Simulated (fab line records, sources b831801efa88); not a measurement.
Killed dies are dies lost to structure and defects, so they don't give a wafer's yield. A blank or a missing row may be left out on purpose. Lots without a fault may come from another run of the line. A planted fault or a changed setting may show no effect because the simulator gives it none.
Which tool did it? | flow sky130 | 12 lots, 36 wafers sampled, at 1 step of a route of 708

WHAT THE GAUGES READ, wafer by wafer
SKY_LOCAL_INTERCONNECT_OVL_MEAS_12.
lot  | measured     | on         | LOCAL_INTERCONNECT_OVL (nm)
L075 | day 31 01:07 | overlay-01 | 1 -3 -3
L076 | day 32 03:37 | overlay-02 | 1 3 -2
L079 | day 32 12:31 | overlay-01 | -6 -1 -5
L081 | day 33 08:19 | overlay-01 | 1 -1 -1
L083 | day 34 01:28 | overlay-02 | 1 -1 5
L085 | day 34 19:40 | overlay-01 | -8 -3 1
L087 | day 35 04:58 | overlay-02 | 3 0 -1
L089 | day 35 19:04 | overlay-02 | -9 -13 -11
L091 | day 36 10:19 | overlay-01 | -10 -8 -12
L093 | day 36 20:31 | overlay-02 | 6 2 9
L095 | day 37 09:16 | overlay-01 | 10 10 11
L097 | day 38 05:52 | overlay-02 | 5 6 -1

WHICH TOOL RAN EACH LOT (tool, then ch and the chambers of the sampled wafers, then the start)
The record holds no process step before these readings.

THE ANSWER, worked out from the rows above alone
Rule: what is usual is taken from the lots themselves. Put in order of their means at a reading, lots are off if they are a third of the lots or fewer, leave a main group of 4 or more, and stand apart from it by a gap of 3 or more times the standard deviation of the main group's means; of several such gaps the widest counts. A main group whose means are all the same, to the digits that the tables above print for the reading, isn't used. A lot without any number at a reading at which 4 lots or more have one is off too. The other lots that the step has rows for count as sound.
No lot is off at any reading shown: from this, nothing can be told.

WHAT THE SIMULATOR HAD PUT IN
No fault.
